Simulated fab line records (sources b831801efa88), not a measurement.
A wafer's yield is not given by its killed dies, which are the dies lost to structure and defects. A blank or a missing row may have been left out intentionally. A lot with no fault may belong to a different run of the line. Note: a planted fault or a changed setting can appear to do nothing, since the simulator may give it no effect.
Code-filled problem report in 8D (eight disciplines) form || flow sky130 || the parts of the form that need people (team, actions taken, sign-off) are left out

1. WHAT IS WRONG
Wafers without a fault read 0.865 a.u., standard deviation 0.0063; oes product au at SKY_METAL4_METAL_ETCH_18 reads a mean of 0.631 a.u. on 2 wafers belonging to 2 lots. Relative to the usual mean, that is a shift of -37 standard deviations.
The step: etches the open film in Cl2/BCl3, stops on SiO2, target depth 845 nm, time 183.1 s.
Seen first at day 44 02:41 on rie metal-04, wafer L573.2. Wafers with a number at this step in the record: 30, from 10 lots. Rule for "out" (also "out of limits"): further than 4 standard deviations from the usual mean. The other wafers with a number count as sound.

2. WHAT IT IS; WHAT IT IS NOT
{"question": "which readings at this step", "is": "oes product au", "is not": "mfc cl2 sccm, throttle valve pct"}
{"question": "which lots", "is": "L573, L574", "is not": "L567, L568, L571, L572, L577, L583, L585, L587"}
{"question": "which wafers of those lots", "is": "L573.2, L574.3", "is not": "L573.1, L573.4, L574.5, L574.6"}
{"question": "read on which tools", "is": "rie metal-01, rie metal-04", "is not": "rie metal-02"}
{"question": "when", "is": "from day 44 02:41", "is not": "up to then (14 sound wafers); but 14 sound wafers of L574, L577, L583, L585, L587 came after"}

3. SUSPECTS, AND WHAT RULES EACH OUT
Counting: a tool at a process step up to the reading stays a suspect if it ran every lot that is out. Sound lots after the first of them don't rule it out here, since some wafers of a struck lot are sound.
- pvd sputter-01 at SKY_METAL4_SPUTTER_02 (material AlCu, target thk 735 nm, time 39.1 s): kept. Ran every lot that is out, first one L573 (day 42 03:07); last sound lot up to then L571 (day 42 00:42).
The count leaves pvd sputter-01 at SKY_METAL4_SPUTTER_02.

4. THE CAUSE (what the simulator had put in)
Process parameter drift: pvd sputter-01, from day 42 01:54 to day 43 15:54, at SKY_METAL4_SPUTTER_02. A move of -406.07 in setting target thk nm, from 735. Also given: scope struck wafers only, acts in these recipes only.
Counting left only this tool.

5. SEQUENCE OF EFFECTS, ordered by route
Each row: a reading where the mean over the struck wafers with a number is more than 3 standard deviations away from the usual. Scope: only readings with a usual standard deviation given in the record; hours: median across lots of the time from each lot's start at the first step in this table that gives one to its start at this step; sigmas: change in usual standard deviations.
{"hours": 0, "step": "SKY_METAL4_METAL_ETCH_18", "reading": "oes product au", "usual": "0.865 a.u.", "on struck wafers": 0.631, "change": -0.234, "sigmas": -37}
Process steps it contains:
- SKY_METAL4_METAL_ETCH_18: etches the open film in Cl2/BCl3, stops on SiO2, target depth 845 nm, time 183.1 s.

6. WHAT WOULD HAVE CAUGHT IT SOONER
First out-of-limits reading in this record: day 44 02:41, which is 49 hours after fault onset at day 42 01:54.
No tool reading at SKY_METAL4_SPUTTER_02 that has a usual standard deviation in the record was out on any struck wafer, so an alarm limit of 4 standard deviations on those readings would not have fired.
By day 44 02:41, every lot that is out (2) had started SKY_METAL4_SPUTTER_02 on pvd sputter-01. Holding the tool at that point would not have protected any of them.
